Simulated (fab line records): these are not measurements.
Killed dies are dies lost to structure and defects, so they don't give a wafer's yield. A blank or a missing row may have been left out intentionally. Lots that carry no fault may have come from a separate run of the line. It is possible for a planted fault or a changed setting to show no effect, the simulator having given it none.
Which of the tools did it? | flow sky130 | 45 wafers from 15 lots sampled at 4 of the route's 708 steps

WHAT THE GAUGES READ, wafer by wafer
The record holds no reading of a measuring or inspecting step that can be judged against a usual standard deviation.

WHAT TOOL EACH LOT RAN ON (gives the tool, then ch and the chambers of the sampled wafers, and finally the start)
lot  | SKY_VIA3_CMP_24               | SKY_METAL4_SPUTTER_02        | SKY_METAL4_SPUTTER_03        | SKY_METAL5_SPUTTER_03
L201 | cmp-01 ch 0,1,2, day 39 19:59 | pvd-sputter-01, day 39 20:17 | pvd-sputter-01, day 39 20:19 | pvd-sputter-04, day 42 22:58
L202 | cmp-01 ch 0,1,2, day 40 09:31 | pvd-sputter-01, day 40 09:46 | pvd-sputter-01, day 40 09:49 | pvd-sputter-03, day 43 12:04
L203 | cmp-01 ch 1,3, day 40 18:18   | pvd-sputter-04, day 40 18:36 | pvd-sputter-04, day 40 18:38 | pvd-sputter-02, day 43 19:53
L206 | cmp-01 ch 0,2, day 41 12:10   | pvd-sputter-03, day 41 12:28 | pvd-sputter-03, day 41 12:29 | pvd-sputter-02, day 44 13:19
L205 | cmp-02 ch 0,2,3, day 41 15:13 | pvd-sputter-03, day 41 15:31 | pvd-sputter-03, day 41 15:32 | pvd-sputter-04, day 44 16:45
L208 | cmp-02 ch 0,2, day 42 12:12   | pvd-sputter-04, day 42 12:29 | pvd-sputter-04, day 42 12:32 | pvd-sputter-03, day 45 11:16
L209 | cmp-02 ch 0,1,3, day 42 13:01 | pvd-sputter-04, day 42 13:16 | pvd-sputter-04, day 42 13:17 | pvd-sputter-04, day 45 12:30
L211 | cmp-01 ch 0,2,3, day 43 06:25 | pvd-sputter-04, day 43 06:46 | pvd-sputter-04, day 43 06:48 | pvd-sputter-04, day 46 02:43
L213 | cmp-02 ch 0,3, day 43 17:46   | pvd-sputter-01, day 43 18:04 | pvd-sputter-01, day 43 18:07 | pvd-sputter-04, day 46 15:11
L214 | cmp-02 ch 1,3, day 43 18:25   | pvd-sputter-04, day 43 18:43 | pvd-sputter-04, day 43 18:44 | pvd-sputter-04, day 46 15:43
L219 | cmp-01 ch 0,1,2, day 45 05:32 | pvd-sputter-01, day 45 05:47 | pvd-sputter-01, day 45 05:49 | pvd-sputter-03, day 47 22:25
L220 | cmp-02 ch 0,2,3, day 45 06:16 | pvd-sputter-04, day 45 06:34 | pvd-sputter-04, day 45 06:37 | pvd-sputter-04, day 47 22:34
L221 | cmp-01 ch 2,3, day 45 10:11   | pvd-sputter-03, day 45 10:32 | pvd-sputter-03, day 45 10:35 | pvd-sputter-03, day 48 03:08
L222 | cmp-01 ch 1,2, day 45 16:08   | pvd-sputter-01, day 45 16:29 | pvd-sputter-01, day 45 16:31 | pvd-sputter-02, day 48 08:31
L223 | cmp-02 ch 0,2, day 46 01:32   | pvd-sputter-01, day 46 01:53 | pvd-sputter-01, day 46 01:56 | pvd-sputter-02, day 48 18:24
- SKY_VIA3_CMP_24: polishes, stops on SiO2, t overpolish 20 s, target thk 0 nm.
- SKY_METAL4_SPUTTER_02: material AlCu, target thk 735 nm, time 39.1 s.
- SKY_METAL4_SPUTTER_03: material Ti, target thk 5 nm, time 3.3 s.
- SKY_METAL5_SPUTTER_03: material Ti, target thk 5 nm, time 3.3 s.

WHAT THE TOOLS THEMSELVES READ (means of the sampled wafers that have a number; where no wafer has one, the mark that the record gives instead)
SKY_VIA3_CMP_24. Usual: motor-current-A 10.8 A, standard deviation 1.2; overpolish-run-s 20.001 s, standard deviation 0.0092; time-to-endpoint-s 93 s, standard deviation 4.6.
lot  | tool   | motor-current-A (A) | overpolish-run-s (s) | time-to-endpoint-s (s) | flag
L201 | cmp-01 | 10.3                | 19.998               | 91                     |
L202 | cmp-01 | 10.1                | 20.005               | 93                     |
L203 | cmp-01 | 9.8                 | 20.004               | 95                     |
L206 | cmp-01 | 10.2                | 19.994               | 91                     |
L205 | cmp-02 | 12.1                | 20.008               | 87                     |
L208 | cmp-02 | 10.3                | 19.999               | 89                     |
L209 | cmp-02 | 11.2                | 20.010               | 90                     |
L211 | cmp-01 | 10.4                | 19.998               | 95                     |
L213 | cmp-02 | 12.2                | 20.000               | 91                     |
L214 | cmp-02 | 11.7                | 20.000               | 98                     |
L219 | cmp-01 | 10.1                | 19.995               | 97                     |
L220 | cmp-02 | 11.8                | 20.004               | 91                     |
L221 | cmp-01 | 9.8                 | 19.991               | 93                     |
L222 | cmp-01 | 9.4                 | 20.000               | 91                     |
L223 | cmp-02 | 10.8                | 20.006               | 95                     |

SKY_METAL4_SPUTTER_02. Usual: cathode-dc-power-W 10600 W, standard deviation 1.9; chamber-pressure-pa 0.3998 Pa, standard deviation 0.00076; throttle-valve-pct 30.0 %, standard deviation 0.76.
lot  | tool           | cathode-dc-power-W (W) | chamber-pressure-pa (Pa) | throttle-valve-pct (%) | flag
L201 | pvd-sputter-01 | 10600                  | 0.3997                   | 29.4                   |
L202 | pvd-sputter-01 | 10599                  | 0.4001                   | 30.0                   |
L203 | pvd-sputter-04 | 10600                  | 0.3996                   | 30.1                   |
L206 | pvd-sputter-03 | 10602                  | 0.3997                   | 31.1                   |
L205 | pvd-sputter-03 | 10600                  | 0.3996                   | 31.1                   |
L208 | pvd-sputter-04 | 10601                  | 0.3995                   | 30.0                   |
L209 | pvd-sputter-04 | 10599                  | 0.3998                   | 30.3                   |
L211 | pvd-sputter-04 | 10599                  | 0.4002                   | 29.7                   |
L213 | pvd-sputter-01 | 10599                  | 0.3992                   | 29.8                   |
L214 | pvd-sputter-04 | 10599                  | 0.4000                   | 30.0                   |
L219 | pvd-sputter-01 | 10601                  | 0.3999                   | 30.0                   |
L220 | pvd-sputter-04 | 10599                  | 0.4003                   | 30.0                   |
L221 | pvd-sputter-03 | 10601                  | 0.4002                   | 31.0                   |
L222 | pvd-sputter-01 | 10601                  | 0.3997                   | 29.1                   |
L223 | pvd-sputter-01 | 10601                  | 0.4001                   | 30.0                   |

SKY_METAL4_SPUTTER_03. Usual: cathode-dc-power-W 3000.0 W, standard deviation 0.52; chamber-pressure-pa 0.4000 Pa, standard deviation 0.0012; throttle-valve-pct 30.0 %, standard deviation 0.79.
lot  | tool           | cathode-dc-power-W (W) | chamber-pressure-pa (Pa) | throttle-valve-pct (%) | flag
L201 | pvd-sputter-01 | 2999.9                 | 0.4007                   | 29.3                   |
L202 | pvd-sputter-01 | 3000.1                 | 0.3996                   | 30.2                   |
L203 | pvd-sputter-04 | 3000.2                 | 0.4011                   | 30.2                   |
L206 | pvd-sputter-03 | 2999.3                 | 0.3992                   | 31.0                   |
L205 | pvd-sputter-03 | 3000.2                 | 0.3997                   | 31.5                   |
L208 | pvd-sputter-04 | 3000.0                 | 0.3997                   | 30.0                   |
L209 | pvd-sputter-04 | 2999.9                 | 0.4006                   | 30.0                   |
L211 | pvd-sputter-04 | 2999.9                 | 0.4000                   | 29.8                   |
L213 | pvd-sputter-01 | 2999.9                 | 0.4002                   | 29.8                   |
L214 | pvd-sputter-04 | 3000.1                 | 0.3996                   | 29.9                   |
L219 | pvd-sputter-01 | 3000.4                 | 0.4006                   | 29.9                   |
L220 | pvd-sputter-04 | 3000.1                 | 0.3997                   | 29.7                   |
L221 | pvd-sputter-03 | 2999.8                 | 0.4002                   | 31.0                   |
L222 | pvd-sputter-01 | 3000.5                 | 0.4001                   | 28.9                   |
L223 | pvd-sputter-01 | 2999.8                 | 0.4000                   | 30.1                   |

SKY_METAL5_SPUTTER_03. Usual: cathode-dc-power-W 3000.0 W, standard deviation 0.59; chamber-pressure-pa 0.3998 Pa, standard deviation 0.00075; throttle-valve-pct 30.1 %, standard deviation 0.46.
lot  | tool           | cathode-dc-power-W (W) | chamber-pressure-pa (Pa) | throttle-valve-pct (%) | flag
L201 | pvd-sputter-04 | 2999.7                 | 0.4000                   | 29.9                   |
L202 | pvd-sputter-03 | 3000.2                 | 0.4004                   | 30.7                   |
L203 | pvd-sputter-02 | 3000.5                 | 0.4001                   | 30.0                   |
L206 | pvd-sputter-02 | 3000.1                 | 0.3990                   | 30.0                   |
L205 | pvd-sputter-04 | 3000.4                 | 0.4001                   | 29.9                   |
L208 | pvd-sputter-03 | 2999.6                 | 0.3996                   | 30.8                   |
L209 | pvd-sputter-04 | 3000.4                 | 0.3995                   | 30.1                   |
L211 | pvd-sputter-04 | 3000.3                 | 0.3992                   | 29.8                   |
L213 | pvd-sputter-04 | 3000.6                 | 0.3992                   | 30.1                   |
L214 | pvd-sputter-04 | 2999.7                 | 0.3999                   | 30.1                   |
L219 | pvd-sputter-03 | -                      | -                        | -                      | OFF
L220 | pvd-sputter-04 | -                      | -                        | -                      | OFF
L221 | pvd-sputter-03 | -                      | -                        | -                      | OFF
L222 | pvd-sputter-02 | 3000.0                 | 0.4004                   | 29.7                   |
L223 | pvd-sputter-02 | 3000.0                 | 0.4002                   | 29.9                   |

THE ANSWER, worked out from the rows above alone
Rule: a lot is off if the mean of its wafers that have a number lies more than 3 standard deviations from the usual mean. Also off: a lot with no number at a reading for which 4 or more lots have one. All remaining lots with rows at the step are treated as sound. First the gauges in route order, then the tools' own readings, where a lot's mean is used as printed above. At the first step where some lot is off, the reading lying furthest off is the one used; lots without a number count as furthest.
Off: L219, L220, L221 (SKY_METAL5_SPUTTER_03, cathode-dc-power-W). Without a number there: L219, L220, L221.
If a tool, at that step or one of the process steps before it, ran each lot that is off and ran no sound lot following the first of them, it fits. None of those tried fits.

WHAT THE SIMULATOR PUT IN
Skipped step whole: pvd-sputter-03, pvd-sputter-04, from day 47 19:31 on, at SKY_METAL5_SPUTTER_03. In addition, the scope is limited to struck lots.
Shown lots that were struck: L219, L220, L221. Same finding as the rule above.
